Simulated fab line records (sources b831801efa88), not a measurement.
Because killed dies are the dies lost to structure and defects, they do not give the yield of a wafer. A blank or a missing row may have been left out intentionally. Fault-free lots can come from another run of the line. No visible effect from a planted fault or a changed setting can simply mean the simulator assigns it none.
A lot that was struck, set against a sound lot -- flow sky130 -- 17 out of 708 route steps
Sound: these wafers, L616.1, L616.3, L616.4. Struck: wafer L628.4 (L628.2, L628.5, from the same lot, were not struck and are left out); the cause is given at the end.
Per side, at each step with rows, come the tool, then ch with its chambers, and then its first start. Under that, the readings that differ: sound wafers -- struck wafers -- difference of the means -- sigmas: that difference in standard deviations of wafers without a fault.
alike: words and numbers the same on both sides, and readings whose means are apart by under 2 such deviations; not compared: readings that were withheld, readings missing a value for some wafer, numbers with overlapping values and no deviation given by the record, and bounds like >300 which may hide the same value.
Wherever a step has rows on one side only, a row that says differs or no value, or a row with sigmas, the two part there. Non-overlapping numbers with no deviation appear without sigmas and do not part them. Lack of a reading on every wafer of one side parts them only where that side has two or more wafers.

first, 3 steps without rows for these wafers: SKY_VIA1_EXPOSE_09 (exposes mask VIM, target cd 150 nm); SKY_VIA1_PEB_10; SKY_VIA1_DEVELOP_11 (develop time 60 s).
SKY_VIA1_CD_MEAS_12: the cd target is 150 nm.
  struck on cdSem-02, day 38 00:47; sound on cdSem-02, day 33 22:22
  alike: cdNm
SKY_VIA1_OVL_MEAS_13:
  struck on overlay-02, day 38 00:53; sound on overlay-01, day 33 22:29
  alike: VIA1_OVL
SKY_VIA1_ETCH_14: etches BARC in N2/H2, stops on SiO2, time 45.9 s, target depth 60 nm.
  sound on rieDiel-02 ch 0,1,3, day 33 22:31; struck on rieDiel-02 ch 0, day 38 00:55
  alike: biasW, drypumpMotorCurrentA, oesProductAu, throttleValvePct
  not compared: rfHoursCounterH
SKY_VIA1_ETCH_15: etches SiO2 in C4F8/O2/Ar, stops on TiN, target depth 351 nm, time 54 s.
  sound on rieDiel-02 ch 0,1,3, day 33 22:34; struck on rieDiel-02 ch 0, day 38 00:57
  alike: biasW, oesProductAu
  not compared: rfHoursCounterH
SKY_VIA1_STRIP_16: strips in O2/N2.
  sound on plasmaAsher-03 ch 0,1, day 33 22:36; struck on plasmaAsher-02 ch 0, day 38 01:00
  alike: drypumpMotorCurrentA, oesProductAu, stripTimeToEndpointS
  not compared: rfHoursCounterH
then, 3 steps without rows for these wafers: SKY_VIA1_STRIP_17 (strips in post etch residue remover, time 1200 s); SKY_VIA1_CLEAN_18 (cleans in IPA, time 180 s); SKY_VIA1_CLEAN_19 (cleans in O3/DIW).
SKY_VIA1_SPUTTER_20: material TiN, target thk 20 nm, time 80 s.
  struck on pvdSputter-01, day 38 01:40; sound on pvdSputter-03, day 33 23:14
  alike: throttleValvePct
SKY_VIA1_CVD_21: deposits W, target thk 270 nm, time 80.902 s.
  sound on cvdW-01 ch 0,1, day 33 23:18; struck on cvdW-02 ch 0, day 38 01:43
reading,sound,struck,difference,sigmas
heaterPowerOuterW (W),700 698 557,506,-146,-2
heaterPowerW (W),1093 1077 933,865,-169,-3
model.W_of_VIA1_CVD_21.thkNm (nm),268.7 269.3 273.5,256.9,-13.6,
SKY_VIA1_RS_MEAS_22: measures by four-point-probe.
  struck on filmMetro-03, day 38 01:50; sound on filmMetro-01, day 33 23:23
reading,sound,struck,difference,sigmas
VIA1_W_RS (ohm/sq),0.429 0.428 0.421,0.447,+0.021,+5
SKY_VIA1_THK_MEAS_23: measures by xrf.
  struck on filmMetro-03, day 38 01:56; sound on filmMetro-01, day 33 23:31
reading,sound,struck,difference,sigmas
VIA1_W_THK (nm),269 270 272,255,-15,-5
SKY_VIA1_CMP_24: polishes, stops on SiO2, t overpolish 15 s, target thk 0 nm.
  sound on cmp-01 ch 1,2,3, day 33 23:37; struck on cmp-02 ch 1, day 38 02:05
  alike: motorCurrentA, overpolishRunS, timeToEndpointS
-- the record jumps here: 11 days lie between the struck wafers' starts before and after (it left off in module VIA1 and takes up again in module PAD_OPEN, whose first step shown is number 708 of the route) --
SKY_PAD_OPEN_PROBE_99:
  struck on prober-02, day 48 23:10; sound on prober-02, day 45 15:29
reading,sound,struck,difference,sigmas
killed_at_M4_up,5 3 3,8,+4,+2
  alike: defectLimitedYield, killed_at_M0_to_M3, killedAtContacts, killedAtFrontEnd, killedAtOther, killedDies, killedOnRim, killedOpen, killedShort, sort_bin_3_pad_short, sort_bin_5_function, sort_bin_6_memory, sortNPass, sortYieldPct

## WHERE THEY PART
First at SKY_VIA1_CVD_21; last, within this record, at SKY_PAD_OPEN_PROBE_99.

WHY: what had been put in by the simulator
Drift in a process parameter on cvdW-02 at SKY_VIA1_CVD_21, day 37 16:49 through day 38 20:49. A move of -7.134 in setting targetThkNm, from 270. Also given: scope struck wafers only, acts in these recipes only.
